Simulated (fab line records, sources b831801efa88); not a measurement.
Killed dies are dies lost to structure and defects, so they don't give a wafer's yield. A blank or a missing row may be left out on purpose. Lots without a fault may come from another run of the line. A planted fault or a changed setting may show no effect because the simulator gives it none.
A struck lot beside a sound one | flow sky130 | 15 steps out of a route of 708
Sound: wafers L901.2, L901.3, L901.5. Struck: wafers L906.1, L906.3, L906.5. The cause comes at the end.
At each step with rows: each side's tool, then ch and its chambers, then its first start. Under that, the readings that differ: sound wafers | struck wafers | difference of the means | sigmas: that difference in standard deviations of wafers without a fault.
alike: readings whose means differ by less than 2 such deviations, and words and numbers that are the same on both sides. not compared: withheld readings, readings that some wafer has no value for, bounds like >300 that may hide the same value, and numbers for which the record gives no deviation and whose values overlap.
The two part at a step that has a row with sigmas, a row that says differs or no value, or rows on one side only. Numbers that don't overlap but have no deviation are shown without sigmas and don't part them. A reading that every wafer of one side lacks parts them only if that side has two wafers or more.

first, 2 steps without rows for these wafers: SKY_METAL2_CLEAN_23 (cleans in O3/DIW); SKY_VIA2_HDPCVD_00 (deposits SiO2, target thk 1180 nm, time 196.7 s).
SKY_VIA2_THK_MEAS_01:
  sound on film_metro-04, day 35 13:52; struck on film_metro-02, day 37 14:02
  alike: VIA2_HDPCVD_THK
SKY_VIA2_CMP_02: polishes SiO2.
  sound on cmp-01 ch 0,2,3, day 35 14:10; struck on cmp-02 ch 0,2, day 37 14:08
  alike: motor_current_A, slurry_filter_dp_kPa
SKY_VIA2_BOW_MEAS_03:
  sound on film_metro-04, day 35 14:26; struck on film_metro-04, day 37 14:23
  alike: VIA2_BOW
then, 7 steps without rows for these wafers: SKY_VIA2_DEHYDRATE_04 (time 60 s); SKY_VIA2_HMDS_05 (prime time 60 s); SKY_VIA2_COAT_06 (resist thk 60 nm); SKY_VIA2_COAT_07 (resist thk 450 nm); SKY_VIA2_SOFTBAKE_08 (time 90 s); SKY_VIA2_EXPOSE_09 (exposes mask VIM2, target cd 200 nm); SKY_VIA2_PEB_10.
SKY_VIA2_DEVELOP_11: develop time 60 s.
  sound on litho_track-03 ch 0, day 36 17:00; struck on litho_track-03 ch 0, day 38 17:00
  reading              | sound             | struck            | difference | sigmas
  developer_temp_C (C) | 20.97 20.96 21.10 | 23.18 23.19 23.21 | +2.18      | +23
SKY_VIA2_CD_MEAS_12: target cd 200 nm.
  sound on cd_sem-01, day 36 17:28; struck on cd_sem-02, day 38 17:21
  alike: cd_nm
-- the record jumps here: 9 days lie between the struck wafers' starts before and after (it left off in module VIA2 and takes up again in module PAD_OPEN, whose first step shown is number 708 of the route) --
SKY_PAD_OPEN_PROBE_99:
  sound on prober-01, day 46 02:40; struck on prober-02, day 47 17:18
  reading                 | sound        | struck      | difference | sigmas
  sort_bin_5_function (%) | 14.2 9.8 8.5 | 8.7 8.9 6.5 | -2.8       | -2
  alike: defect_limited_yield, killed_at_M0_to_M3, killed_at_M4_up, killed_at_contacts, killed_at_front_end, killed_at_other, killed_dies, killed_on_rim, killed_open, killed_short, sort_bin_3_pad_short, sort_bin_6_memory, sort_n_pass, sort_yield_pct

WHERE THEY PART
First at SKY_VIA2_DEVELOP_11; last, within this record, at SKY_PAD_OPEN_PROBE_99.

WHY: what the simulator had put in
Process parameter drift: litho_track-03, from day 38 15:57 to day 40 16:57, at SKY_VIA2_DEVELOP_11. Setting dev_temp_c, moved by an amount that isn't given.
